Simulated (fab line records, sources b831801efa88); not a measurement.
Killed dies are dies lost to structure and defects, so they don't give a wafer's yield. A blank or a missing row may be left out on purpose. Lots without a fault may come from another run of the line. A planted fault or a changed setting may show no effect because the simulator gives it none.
A struck lot beside a sound one | flow sky130 | 13 steps out of a route of 708
Sound: wafers L353.1, L353.2, L353.6. Struck: wafers L348.1, L348.2, L348.6. The cause comes at the end.
At each step with rows: each side's tool, then ch and its chambers, then its first start. Under that, the readings that differ: sound wafers | struck wafers | difference of the means | sigmas: that difference in standard deviations of wafers without a fault.
alike: readings whose means differ by less than 2 such deviations, and words and numbers that are the same on both sides. not compared: withheld readings, readings that some wafer has no value for, bounds like >300 that may hide the same value, and numbers for which the record gives no deviation and whose values overlap.
The two part at a step that has a row with sigmas, a row that says differs or no value, or rows on one side only. Numbers that don't overlap but have no deviation are shown without sigmas and don't part them. A reading that every wafer of one side lacks parts them only if that side has two wafers or more.

SKY_VIA2_CD_MEAS_12: target cd 200 nm.
  sound on cd_sem-01, day 42 04:07; struck on cd_sem-01, day 41 06:37
  alike: cd_nm
SKY_VIA2_OVL_MEAS_13:
  sound on overlay-01, day 42 04:14; struck on overlay-01, day 41 06:44
  alike: VIA2_OVL
SKY_VIA2_ETCH_14: etches BARC in N2/H2, stops on SiO2, time 45.9 s, target depth 60 nm.
  sound on rie_diel-02 ch 0,1,3, day 42 04:17; struck on rie_diel-04 ch 0,2, day 41 06:47
  alike: drypump_motor_current_A, oes_product_au, throttle_valve_pct
  not compared: rf_hours_counter_h
SKY_VIA2_ETCH_15: etches SiO2 in C4F8/O2/Ar, stops on TiN, target depth 546 nm, time 84 s.
  sound on rie_diel-02 ch 0,1,3, day 42 04:19; struck on rie_diel-04 ch 0,2, day 41 06:50
  alike: oes_product_au
  not compared: rf_hours_counter_h
SKY_VIA2_STRIP_16: strips in O2/N2.
  sound on plasma_asher-01 ch 0,1, day 42 04:23; struck on plasma_asher-01 ch 0,1, day 41 06:56
  reading                      | sound             | struck            | difference | sigmas
  strip_time_to_endpoint_s (s) | 4.084 4.084 4.136 | 3.996 4.030 4.008 | -0.090     | -3
  alike: drypump_motor_current_A, oes_product_au
  not compared: rf_hours_counter_h
then, 3 steps without rows for these wafers: SKY_VIA2_STRIP_17 (strips in post etch residue remover, time 1200 s); SKY_VIA2_CLEAN_18 (cleans in IPA, time 180 s); SKY_VIA2_CLEAN_19 (cleans in O3/DIW).
SKY_VIA2_SPUTTER_20: material TiN, target thk 20 nm, time 80 s.
  sound on pvd_sputter-03, day 42 04:58; struck on pvd_sputter-03, day 41 07:32
  alike: throttle_valve_pct
SKY_VIA2_CVD_21: deposits W, target thk 420 nm, time 126.4 s.
  sound on cvd_w-01 ch 0,1, day 42 05:02; struck on cvd_w-02 ch 0,1, day 41 07:35
  alike: heater_power_w
SKY_VIA2_RS_MEAS_22: measures by four-point-probe.
  sound on film_metro-03, day 42 05:10; struck on film_metro-03, day 41 07:44
  alike: VIA2_W_RS
SKY_VIA2_THK_MEAS_23: measures by xrf.
  sound on film_metro-03, day 42 05:17; struck on film_metro-03, day 41 07:51
  reading         | sound       | struck      | difference | sigmas
  VIA2_W_THK (nm) | 455 439 448 | 432 432 429 | -16        | -2
SKY_VIA2_CMP_24: polishes, stops on SiO2, t overpolish 20 s, target thk 0 nm.
  sound on cmp-02 ch 0,2,3, day 42 05:20; struck on cmp-01 ch 0,2, day 41 07:55
  no value came back on the struck wafers for any of 5 readings (edge_zone_pressure_frac, head_pressure_psi (psi) and others); on the sound wafers edge_zone_pressure_frac reads 1.006 0.998 0.997
  reading                                  | sound             | struck            | difference | sigmas
  model.W_of_VIA2_CVD_21.thk_nm (nm)       | 0 0 0             | 421.2 422.4 419.2 | +420.9     |
  model.SiO2_of_VIA2_HDPCVD_00.thk_nm (nm) | 490.5 491.3 490.1 | 494.6 494 494.7   | +3.8       |

WHERE THEY PART
First at SKY_VIA2_STRIP_16; last, within this record, at SKY_VIA2_CMP_24.

WHY: what the simulator had put in
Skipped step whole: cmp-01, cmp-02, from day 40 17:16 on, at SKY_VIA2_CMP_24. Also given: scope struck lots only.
